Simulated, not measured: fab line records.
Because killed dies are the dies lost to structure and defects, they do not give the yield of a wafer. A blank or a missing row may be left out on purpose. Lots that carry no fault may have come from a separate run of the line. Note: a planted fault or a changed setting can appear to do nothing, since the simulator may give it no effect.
fab line records	flow sky130
record: lots: 24	wafers: 72	last-day: 50
route steps=708 shown SD_N@349 METAL3@534 CAP2M@605 VIA4@640
lots that met no fault: taken from a fault-free run of the same line
start-h: hours from the record's first day to the start of the lot's first wafer shown	wait-h: hours since the lot's step before	" unchanged from the row above	L1.1+2: a single row standing in for several wafers	- either no value or no given start	* or withheld: withheld	< > ~ a bound
route shown NAME@n: names a module that has steps shown in the file, with the first one's number in the route	usual: average and standard deviation across the fault-free wafers	same: alike in all rows	chamber/n: place in a boat	sites: each site's reading	_std_site: how widely they spread, as a standard deviation	_edge_site: mean of outer sites minus mean of inner sites	radius-mm: for every site, how far away it sits from the centre of the wafer	mask NAME#n: copy n	behind: the most recent tool/chamber to have shaped the wafer	hold: why the lot went on hold/how many hours it stayed there/how the hold came to an end	device: the n, p or np transistor that did not switch	end of line: tests run on the same wafers once the route is complete	a step without rows: its recipe alone	killed: dies lost to structure and defects at the first sort, not the wafer's yield	map: the dies of a wafer, with x for killed, . for not killed, _ for no die there
set.NAME: setting as actually run; set.NAME@STEP: the setting as run at that earlier step	model.NAME: the simulator's own value behind a step, which no gauge read
a sample of lots followed through the steps of the route, with each step as a table and each wafer as a row
services: the hour from which a tool's chamber was out of use, counted from the record's first day as start-h (under 0 if before that day), plus the number of hours and why
== steps ==
step: SKY_SD_N_CD_MEAS_07
recipe: target-cd-nm: 380
usual: cd-nm: 380.8/2.2
lot.wafer	tool	chamber	start-h	wait-h	cd-nm
L074.2	cd-sem-01	-	647.30	0.1	380.4
L074.3	"	-	"	"	382.1
L074.6	"	-	"	"	381.4
L075.3	cd-sem-02	-	656.73	0.1	379.3
L075.5	"	-	"	"	376.4
L075.6	"	-	"	"	378.2
L076.1	cd-sem-02	-	666.19	0.1	380.7
L076.3	"	-	"	"	381.3
L076.4	"	-	"	"	381.5
L077.2	cd-sem-02	-	677.15	0.1	383.5
L077.4	"	-	"	"	383.9
L077.6	"	-	"	"	384.4
L079.2	cd-sem-01	-	677.80	0.1	382.3
L079.3	"	-	"	"	382.2
L079.6	"	-	"	"	382.6
L078.3	cd-sem-02	-	681.92	0.1	379.2
L078.4	"	-	"	"	382.9
L078.5	"	-	"	"	383.5
L081.2	cd-sem-01	-	698.01	0.1	379.9
L081.3	"	-	"	"	381.8
L081.6	"	-	"	"	378.2
L080.2	cd-sem-02	-	700.55	0.1	379.9
L080.3	"	-	"	"	382.3
L080.4	"	-	"	"	379.4
L082.2	cd-sem-01	-	709.86	0.1	381.3
L082.3	"	-	"	"	381.6
L082.5	"	-	"	"	380.9
L083.2	cd-sem-02	-	716.30	0.1	383.3
L083.3	"	-	"	"	381.5
L083.4	"	-	"	"	380.4
L084.1	cd-sem-01	-	727.33	0.1	378.6
L084.4	"	-	"	"	379.4
L084.5	"	-	"	"	379.4
L085.2	cd-sem-02	-	736.61	0.1	378.0
L085.3	"	-	"	"	378.5
L085.4	"	-	"	"	378.0
L086.3	cd-sem-02	-	745.32	0.1	380.3
L086.5	"	-	"	"	381.7
L086.6	"	-	"	"	379.4
L087.1	cd-sem-02	-	751.50	0.1	380.8
L087.4	"	-	"	"	378.1
L087.6	"	-	"	"	380.6
L088.2	cd-sem-02	-	760.40	0.1	379.2
L088.3	"	-	"	"	380.8
L088.5	"	-	"	"	381.2
L089.2	cd-sem-01	-	765.46	0.1	378.6
L089.4	"	-	"	"	378.6
L089.6	"	-	"	"	378.9
L090.1	cd-sem-02	-	769.05	0.1	380.6
L090.2	"	-	"	"	379.0
L090.4	"	-	"	"	379.1
L091.2	cd-sem-02	-	784.55	0.1	379.0
L091.4	"	-	"	"	375.8
L091.6	"	-	"	"	378.3
L092.2	cd-sem-02	-	789.26	0.1	381.2
L092.4	"	-	"	"	383.4
L092.6	"	-	"	"	382.0
L093.1	cd-sem-01	-	796.98	0.1	380.2
L093.5	"	-	"	"	380.1
L093.6	"	-	"	"	381.8
L094.1	cd-sem-01	-	803.85	0.1	385.5
L094.3	"	-	"	"	384.4
L094.4	"	-	"	"	385.4
L095.1	cd-sem-01	-	813.24	0.1	380.1
L095.4	"	-	"	"	382.1
L095.5	"	-	"	"	383.2
L096.1	cd-sem-02	-	814.99	0.1	383.6
L096.3	"	-	"	"	384.3
L096.4	"	-	"	"	384.0
L097.2	cd-sem-02	-	819.56	0.1	382.0
L097.4	"	-	"	"	382.5
L097.5	"	-	"	"	382.0
step: SKY_METAL3_SPUTTER_02
recipe: material: AlCu	target-thk-nm: 735	power-w: 10600	time-s: 39.1	chamber-pressure-pa: 0.4
usual: throttle-valve-pct: 30.0/1
lot.wafer	tool	chamber	start-h	wait-h	throttle-valve-pct
L074.2	pvd-sputter-01	-	848.33	0.0	29.6
L074.3	"	-	"	"	28.4
L074.6	"	-	"	"	30.0
L075.3	pvd-sputter-01	-	856.92	0.0	30.0
L075.5	"	-	"	"	28.4
L075.6	"	-	"	"	29.7
L076.1	pvd-sputter-04	-	866.80	0.0	29.6
L076.3	"	-	"	"	32.6
L076.4	"	-	"	"	29.6
L077.2	pvd-sputter-04	-	876.00	0.0	32.4
L077.4	"	-	"	"	29.5
L077.6	"	-	"	"	30.4
L079.2	pvd-sputter-01	-	876.59	0.0	28.3
L079.3	"	-	"	"	29.4
L079.6	"	-	"	"	29.7
L078.3	pvd-sputter-01	-	879.81	0.0	29.9
L078.4	"	-	"	"	30.2
L078.5	"	-	"	"	30.0
L081.2	pvd-sputter-01	-	895.65	0.0	30.6
L081.3	"	-	"	"	29.6
L081.6	"	-	"	"	29.9
L080.2	pvd-sputter-04	-	898.69	0.0	30.4
L080.3	"	-	"	"	30.1
L080.4	"	-	"	"	32.4
L082.2	pvd-sputter-01	-	908.75	0.0	28.5
L082.3	"	-	"	"	30.5
L082.5	"	-	"	"	28.3
L083.2	pvd-sputter-01	-	913.25	0.0	30.8
L083.3	"	-	"	"	29.8
L083.4	"	-	"	"	28.3
L084.1	pvd-sputter-01	-	922.55	0.0	29.5
L084.4	"	-	"	"	30.6
L084.5	"	-	"	"	30.4
L085.2	pvd-sputter-04	-	931.11	0.0	32.6
L085.3	"	-	"	"	30.0
L085.4	"	-	"	"	30.3
L086.3	pvd-sputter-01	-	939.15	0.0	29.5
L086.5	"	-	"	"	30.5
L086.6	"	-	"	"	29.8
L087.1	pvd-sputter-01	-	943.01	0.0	28.4
L087.4	"	-	"	"	29.6
L087.6	"	-	"	"	28.4
L088.2	pvd-sputter-04	-	955.19	0.0	32.6
L088.3	"	-	"	"	30.1
L088.5	"	-	"	"	29.5
L089.2	pvd-sputter-03	-	959.05	0.0	29.4
L089.4	"	-	"	"	31.5
L089.6	"	-	"	"	29.8
L090.1	pvd-sputter-04	-	961.00	0.0	32.7
L090.2	"	-	"	"	29.6
L090.4	"	-	"	"	30.5
L091.2	pvd-sputter-03	-	975.35	0.0	29.4
L091.4	"	-	"	"	29.5
L091.6	"	-	"	"	30.2
L092.2	pvd-sputter-03	-	980.30	0.0	31.5
L092.4	"	-	"	"	29.6
L092.6	"	-	"	"	29.8
L093.1	pvd-sputter-03	-	988.76	0.0	31.7
L093.5	"	-	"	"	29.7
L093.6	"	-	"	"	29.6
L094.1	pvd-sputter-04	-	992.56	0.0	29.4
L094.3	"	-	"	"	32.4
L094.4	"	-	"	"	30.0
L095.1	pvd-sputter-01	-	1002.07	0.0	29.8
L095.4	"	-	"	"	29.9
L095.5	"	-	"	"	29.6
L096.1	pvd-sputter-01	-	1004.96	0.0	30.5
L096.3	"	-	"	"	28.4
L096.4	"	-	"	"	29.4
L097.2	pvd-sputter-03	-	1007.51	0.0	30.2
L097.4	"	-	"	"	29.7
L097.5	"	-	"	"	29.7
step: SKY_METAL3_SPUTTER_03
recipe: material: Ti	target-thk-nm: 5	power-w: 3000	time-s: 3.3	chamber-pressure-pa: 0.4
usual: throttle-valve-pct: 30.0/1
lot.wafer	tool	chamber	start-h	wait-h	throttle-valve-pct
L074.2	pvd-sputter-01	-	848.37	0.0	29.6
L074.3	"	-	"	"	28.5
L074.6	"	-	"	"	30.1
L075.3	pvd-sputter-01	-	856.96	0.0	29.7
L075.5	"	-	"	"	28.3
L075.6	"	-	"	"	29.7
L076.1	pvd-sputter-04	-	866.84	0.0	29.4
L076.3	"	-	"	"	32.6
L076.4	"	-	"	"	29.4
L077.2	pvd-sputter-04	-	876.04	0.0	32.5
L077.4	"	-	"	"	29.4
L077.6	"	-	"	"	30.4
L079.2	pvd-sputter-01	-	876.62	0.0	28.3
L079.3	"	-	"	"	29.7
L079.6	"	-	"	"	29.5
L078.3	pvd-sputter-01	-	879.84	0.0	30.0
L078.4	"	-	"	"	30.6
L078.5	"	-	"	"	29.8
L081.2	pvd-sputter-01	-	895.69	0.0	30.5
L081.3	"	-	"	"	29.7
L081.6	"	-	"	"	30.0
L080.2	pvd-sputter-04	-	898.73	0.0	30.6
L080.3	"	-	"	"	29.7
L080.4	"	-	"	"	32.4
L082.2	pvd-sputter-01	-	908.79	0.0	28.7
L082.3	"	-	"	"	30.6
L082.5	"	-	"	"	28.6
L083.2	pvd-sputter-01	-	913.29	0.0	30.7
L083.3	"	-	"	"	29.7
L083.4	"	-	"	"	28.6
L084.1	pvd-sputter-01	-	922.59	0.0	29.6
L084.4	"	-	"	"	30.7
L084.5	"	-	"	"	30.5
L085.2	pvd-sputter-04	-	931.15	0.0	32.3
L085.3	"	-	"	"	30.3
L085.4	"	-	"	"	30.8
L086.3	pvd-sputter-01	-	939.19	0.0	29.8
L086.5	"	-	"	"	30.4
L086.6	"	-	"	"	29.7
L087.1	pvd-sputter-01	-	943.05	0.0	28.5
L087.4	"	-	"	"	29.9
L087.6	"	-	"	"	28.5
L088.2	pvd-sputter-04	-	955.23	0.0	32.5
L088.3	"	-	"	"	30.2
L088.5	"	-	"	"	29.4
L089.2	pvd-sputter-03	-	959.09	0.0	29.5
L089.4	"	-	"	"	31.5
L089.6	"	-	"	"	29.5
L090.1	pvd-sputter-04	-	961.04	0.0	32.4
L090.2	"	-	"	"	29.3
L090.4	"	-	"	"	30.4
L091.2	pvd-sputter-03	-	975.39	0.0	29.4
L091.4	"	-	"	"	29.6
L091.6	"	-	"	"	30.4
L092.2	pvd-sputter-03	-	980.34	0.0	31.4
L092.4	"	-	"	"	29.6
L092.6	"	-	"	"	29.4
L093.1	pvd-sputter-03	-	988.80	0.0	31.5
L093.5	"	-	"	"	29.6
L093.6	"	-	"	"	29.7
L094.1	pvd-sputter-04	-	992.60	0.0	29.6
L094.3	"	-	"	"	32.5
L094.4	"	-	"	"	30.1
L095.1	pvd-sputter-01	-	1002.11	0.0	30.2
L095.4	"	-	"	"	29.7
L095.5	"	-	"	"	29.8
L096.1	pvd-sputter-01	-	1005.00	0.0	30.3
L096.3	"	-	"	"	28.3
L096.4	"	-	"	"	29.6
L097.2	pvd-sputter-03	-	1007.55	0.0	30.3
L097.4	"	-	"	"	29.7
L097.5	"	-	"	"	29.4
step: SKY_CAP2M_SPUTTER_02
recipe: material: TiN	target-thk-nm: 200	temp-c: 300	power-w: 6500	time-s: 166.7	chamber-pressure-pa: 0.4
usual: throttle-valve-pct: 30.5/1
lot.wafer	tool	chamber	start-h	wait-h	throttle-valve-pct
L074.2	pvd-sputter-04	-	929.50	0.0	29.9
L074.3	"	-	"	"	29.9
L074.6	"	-	"	"	29.5
L075.3	pvd-sputter-03	-	937.55	0.0	30.4
L075.5	"	-	"	"	29.5
L075.6	"	-	"	"	29.5
L076.1	pvd-sputter-04	-	946.69	0.1	30.6
L076.3	"	-	"	"	29.8
L076.4	"	-	"	"	32.6
L077.2	pvd-sputter-04	-	955.69	0.0	29.9
L077.4	"	-	"	"	32.3
L077.6	"	-	"	"	30.0
L079.2	pvd-sputter-04	-	956.39	0.0	32.4
L079.3	"	-	"	"	30.4
L079.6	"	-	"	"	29.7
L078.3	pvd-sputter-04	-	960.12	0.0	32.2
L078.4	"	-	"	"	29.5
L078.5	"	-	"	"	32.6
L081.2	pvd-sputter-04	-	974.40	0.0	29.9
L081.3	"	-	"	"	30.5
L081.6	"	-	"	"	30.0
L080.2	pvd-sputter-04	-	978.22	0.0	32.4
L080.3	"	-	"	"	29.9
L080.4	"	-	"	"	30.3
L082.2	pvd-sputter-04	-	987.02	0.0	29.9
L082.3	"	-	"	"	29.6
L082.5	"	-	"	"	32.2
L083.2	pvd-sputter-03	-	990.99	0.0	31.6
L083.3	"	-	"	"	29.3
L083.4	"	-	"	"	29.7
L084.1	pvd-sputter-03	-	1001.51	0.1	31.6
L084.4	"	-	"	"	30.4
L084.5	"	-	"	"	29.7
L085.2	pvd-sputter-03	-	1008.64	0.0	29.3
L085.3	"	-	"	"	29.6
L085.4	"	-	"	"	31.9
L086.3	pvd-sputter-01	-	1015.48	0.0	29.7
L086.5	"	-	"	"	29.9
L086.6	"	-	"	"	30.4
L087.1	pvd-sputter-03	-	1020.05	0.1	31.7
L087.4	"	-	"	"	30.3
L087.6	"	-	"	"	31.4
L088.2	pvd-sputter-04	-	1031.02	0.0	32.8
L088.3	"	-	"	"	30.1
L088.5	"	-	"	"	32.7
L089.2	pvd-sputter-03	-	1033.11	0.0	29.5
L089.4	"	-	"	"	29.5
L089.6	"	-	"	"	31.6
L090.1	pvd-sputter-03	-	1035.18	0.1	29.6
L090.2	"	-	"	"	31.6
L090.4	"	-	"	"	30.3
L091.2	pvd-sputter-03	-	1048.32	0.0	29.7
L091.4	"	-	"	"	30.3
L091.6	"	-	"	"	31.6
L092.2	pvd-sputter-04	-	1053.88	0.0	32.4
L092.4	"	-	"	"	30.0
L092.6	"	-	"	"	32.8
L093.1	pvd-sputter-03	-	1061.55	0.1	30.5
L093.5	"	-	"	"	29.6
L093.6	"	-	"	"	29.4
L094.1	pvd-sputter-03	-	1064.25	0.1	29.7
L094.3	"	-	"	"	30.3
L094.4	"	-	"	"	31.4
L095.1	pvd-sputter-04	-	1073.50	0.1	30.8
L095.4	"	-	"	"	32.3
L095.5	"	-	"	"	32.5
L096.1	pvd-sputter-01	-	1076.44	0.1	29.7
L096.3	"	-	"	"	28.4
L096.4	"	-	"	"	30.4
L097.2	pvd-sputter-04	-	1078.05	0.0	32.3
L097.4	"	-	"	"	29.5
L097.5	"	-	"	"	30.4
step: SKY_CAP2M_STRIP_14
recipe: chemistry: O2/N2	power-w: 1400	pressure-mtorr: 1500	platen-temp-c: withheld	o2-flow-sccm: 3000	n2-flow-sccm: 300	overash-fraction: 0.5
usual: drypump-motor-current-A: 5.7/0.33	oes-product-au: 0.710/0.0042	strip-time-to-endpoint-s: 12.67/0.042
lot.wafer	tool	chamber	start-h	wait-h	drypump-motor-current-A	oes-product-au	rf-hours-counter-h	strip-time-to-endpoint-s
L074.2	plasma-asher-01	1	954.29	0.1	5.6	0.703	52	12.71
L074.3	"	0	"	"	5.3	0.710	-	12.70
L074.6	"	1	"	"	5.6	0.718	-	12.68
L075.3	plasma-asher-02	0	962.18	0.1	5.3	0.716	-	12.65
L075.5	"	1	"	"	5.8	0.710	-	12.65
L075.6	"	0	"	"	5.3	0.713	-	12.68
L076.1	plasma-asher-02	0	971.10	0.1	5.3	0.713	79	12.71
L076.3	"	1	"	"	5.7	0.713	-	12.69
L076.4	"	0	"	"	5.3	0.704	-	12.68
L077.2	plasma-asher-04	1	980.24	0.1	6.2	0.699	23	12.71
L077.4	"	0	"	"	5.9	0.709	-	12.71
L077.6	"	1	"	"	6.2	0.706	-	12.72
L079.2	plasma-asher-01	0	980.95	0.1	5.3	0.698	55	12.63
L079.3	"	0	"	"	5.3	0.709	-	12.60
L079.6	"	0	"	"	5.3	0.706	-	12.62
L078.3	plasma-asher-04	0	984.73	0.1	5.9	0.716	-	12.62
L078.4	"	1	"	"	6.2	0.708	-	12.60
L078.5	"	1	"	"	6.2	0.707	-	12.67
L081.2	plasma-asher-01	0	998.09	0.1	5.2	0.706	57	12.62
L081.3	"	0	"	"	5.2	0.717	-	12.61
L081.6	"	0	"	"	5.3	0.710	-	12.64
L080.2	plasma-asher-04	1	1002.24	0.1	6.2	0.711	25	12.66
L080.3	"	0	"	"	5.9	0.720	-	12.70
L080.4	"	1	"	"	6.2	0.705	-	12.60
L082.2	plasma-asher-01	0	1010.49	0.1	5.3	0.709	58	12.63
L082.3	"	1	"	"	5.6	0.706	-	12.63
L082.5	"	0	"	"	5.3	0.714	-	12.70
L083.2	plasma-asher-02	0	1014.65	0.1	5.3	0.721	83	12.61
L083.3	"	1	"	"	5.7	0.709	-	12.65
L083.4	"	0	"	"	5.3	0.710	-	12.63
L084.1	plasma-asher-01	1	1024.34	0.1	5.6	0.711	60	12.68
L084.4	"	0	"	"	5.2	0.708	-	12.70
L084.5	"	0	"	"	5.2	0.714	-	12.65
L085.2	plasma-asher-02	1	1031.04	0.1	5.7	0.706	84	12.61
L085.3	"	1	"	"	5.7	0.709	-	12.63
L085.4	"	0	"	"	5.3	0.708	-	12.66
L086.3	plasma-asher-02	0	1038.58	0.1	5.3	0.706	-	12.77
L086.5	"	0	"	"	5.3	0.716	-	12.73
L086.6	"	1	"	"	5.8	0.714	-	12.73
L087.1	plasma-asher-01	1	1043.29	0.1	5.6	0.710	62	12.69
L087.4	"	1	"	"	5.6	0.707	-	12.75
L087.6	"	1	"	"	5.6	0.702	-	12.72
L088.2	plasma-asher-02	0	1053.49	0.1	5.3	0.703	86	12.69
L088.3	"	0	"	"	5.3	0.703	-	12.70
L088.5	"	0	"	"	5.3	0.716	-	12.71
L089.2	plasma-asher-04	1	1055.50	0.1	6.2	0.712	31	12.69
L089.4	"	1	"	"	6.2	0.709	-	12.68
L089.6	"	1	"	"	6.2	0.712	-	12.67
L090.1	plasma-asher-02	1	1057.94	0.1	5.8	0.710	86	12.65
L090.2	"	0	"	"	5.3	0.714	86	12.71
L090.4	"	1	"	"	5.7	0.709	-	12.65
L091.2	plasma-asher-04	1	1069.85	0.1	6.2	0.711	33	12.68
L091.4	"	1	"	"	6.2	0.707	-	12.64
L091.6	"	0	"	"	5.9	0.717	-	12.62
L092.2	plasma-asher-01	1	1075.29	0.1	5.6	0.714	65	12.67
L092.4	"	1	"	"	5.6	0.715	-	12.71
L092.6	"	1	"	"	5.6	0.718	-	12.68
L093.1	plasma-asher-01	1	1082.29	0.1	5.6	0.715	66	12.62
L093.5	"	0	"	"	5.2	0.714	-	12.68
L093.6	"	1	"	"	5.6	0.712	-	12.66
L094.1	plasma-asher-02	0	1084.94	0.1	5.3	0.706	89	12.74
L094.3	"	0	"	"	5.3	0.707	-	12.74
L094.4	"	1	"	"	5.7	0.710	-	12.69
L095.1	plasma-asher-04	0	1093.60	0.1	5.9	0.715	35	12.69
L095.4	"	1	"	"	6.2	0.718	-	12.62
L095.5	"	0	"	"	5.9	0.710	-	12.70
L096.1	plasma-asher-04	1	1097.09	0.1	6.2	0.716	35	12.62
L096.3	"	1	"	"	6.2	0.714	-	12.60
L096.4	"	0	"	"	5.8	0.706	-	12.58
L097.2	plasma-asher-04	0	1098.59	0.1	5.9	0.714	36	12.67
L097.4	"	0	"	"	5.9	0.710	-	12.66
L097.5	"	0	"	"	5.9	0.714	-	12.63
step: SKY_VIA4_THK_MEAS_01
recipe: reads: SiO2_of_VIA4_HDPCVD_00
usual: VIA4_HDPCVD_THK: 1749/17
lot.wafer	tool	chamber	start-h	wait-h	VIA4_HDPCVD_THK[nm]
L074.2	film-metro-03	-	980.00	0.1	1725
L074.3	"	-	"	"	1742
L074.6	"	-	"	"	1755
L075.3	film-metro-03	-	988.75	0.1	1758
L075.5	"	-	"	"	1743
L075.6	"	-	"	"	1749
L076.1	film-metro-03	-	997.44	0.2	1757
L076.3	"	-	"	"	1751
L076.4	"	-	"	"	1749
L077.2	film-metro-02	-	1005.85	0.1	1764
L077.4	"	-	"	"	1744
L077.6	"	-	"	"	1733
L079.2	film-metro-03	-	1006.35	0.1	1748
L079.3	"	-	"	"	1748
L079.6	"	-	"	"	1751
L078.3	film-metro-04	-	1010.22	0.1	1738
L078.4	"	-	"	"	1764
L078.5	"	-	"	"	1725
L081.2	film-metro-04	-	1022.57	0.1	1716
L081.3	"	-	"	"	1718
L081.6	"	-	"	"	1729
L080.2	film-metro-02	-	1027.06	0.1	1721
L080.3	"	-	"	"	1730
L080.4	"	-	"	"	1751
L082.2	film-metro-03	-	1034.95	0.1	1770
L082.3	"	-	"	"	1780
L082.5	"	-	"	"	1753
L083.2	film-metro-03	-	1039.40	0.1	1754
L083.3	"	-	"	"	1745
L083.4	"	-	"	"	1756
L084.1	film-metro-04	-	1048.19	0.1	1709
L084.4	"	-	"	"	1717
L084.5	"	-	"	"	1722
L085.2	film-metro-02	-	1054.95	0.1	1776
L085.3	"	-	"	"	1754
L085.4	"	-	"	"	1776
L086.3	film-metro-02	-	1062.06	0.1	1724
L086.5	"	-	"	"	1748
L086.6	"	-	"	"	1751
L087.1	film-metro-04	-	1066.63	0.1	1735
L087.4	"	-	"	"	1744
L087.6	"	-	"	"	1740
L088.2	film-metro-03	-	1075.65	0.1	1794
L088.3	"	-	"	"	1776
L088.5	"	-	"	"	1777
L089.2	film-metro-02	-	1078.16	0.1	1748
L089.4	"	-	"	"	1743
L089.6	"	-	"	"	1770
L090.1	film-metro-04	-	1081.07	0.1	1791
L090.2	"	-	"	"	1776
L090.4	"	-	"	"	1753
L091.2	film-metro-04	-	1092.80	0.1	1758
L091.4	"	-	"	"	1754
L091.6	"	-	"	"	1761
L092.2	film-metro-02	-	1098.17	0.1	1753
L092.4	"	-	"	"	1763
L092.6	"	-	"	"	1749
L093.1	film-metro-02	-	1104.33	0.1	1763
L093.5	"	-	"	"	1757
L093.6	"	-	"	"	1751
L094.1	film-metro-03	-	1107.08	0.1	1753
L094.3	"	-	"	"	1778
L094.4	"	-	"	"	1771
L095.1	film-metro-03	-	1115.31	0.1	1746
L095.4	"	-	"	"	1754
L095.5	"	-	"	"	1748
L096.1	film-metro-04	-	1118.96	0.1	1762
L096.3	"	-	"	"	1768
L096.4	"	-	"	"	1757
L097.2	film-metro-03	-	1120.39	0.1	1746
L097.4	"	-	"	"	1750
L097.5	"	-	"	"	1753
== services ==
tool	chamber	start-h	hours	kind
plasma-asher-02	-	837.56	14.6	pm
pvd-sputter-04	0	855.49	-	consumable-replace:kit
pvd-sputter-04	0	855.49	18.0	scheduled-down
pvd-sputter-04	0	855.49	18.0	vent-cycle
pvd-sputter-01	-	858.52	5.7	repair
plasma-asher-02	-	859.10	0.8	repair
plasma-asher-01	-	883.40	2.1	repair
plasma-asher-02	-	884.87	1.1	repair
plasma-asher-02	-	905.05	1.1	repair
plasma-asher-04	-	911.07	6.0	repair
pvd-sputter-01	1	933.11	-	consumable-replace:kit
pvd-sputter-01	1	933.11	18.0	scheduled-down
pvd-sputter-01	1	933.11	18.0	vent-cycle
pvd-sputter-03	-	942.61	3.5	repair
pvd-sputter-01	-	948.20	2.6	repair
plasma-asher-02	-	978.56	8.0	repair
pvd-sputter-04	-	994.29	6.0	repair
pvd-sputter-04	3	1029.26	-	consumable-replace:kit
pvd-sputter-04	3	1029.26	18.0	scheduled-down
pvd-sputter-04	3	1029.26	18.0	vent-cycle
plasma-asher-02	-	1041.17	6.7	repair
plasma-asher-02	-	1047.85	2.8	pm
plasma-asher-02	-	1060.76	1.0	repair
pvd-sputter-03	-	1070.25	6.2	repair
== key ==
fault none
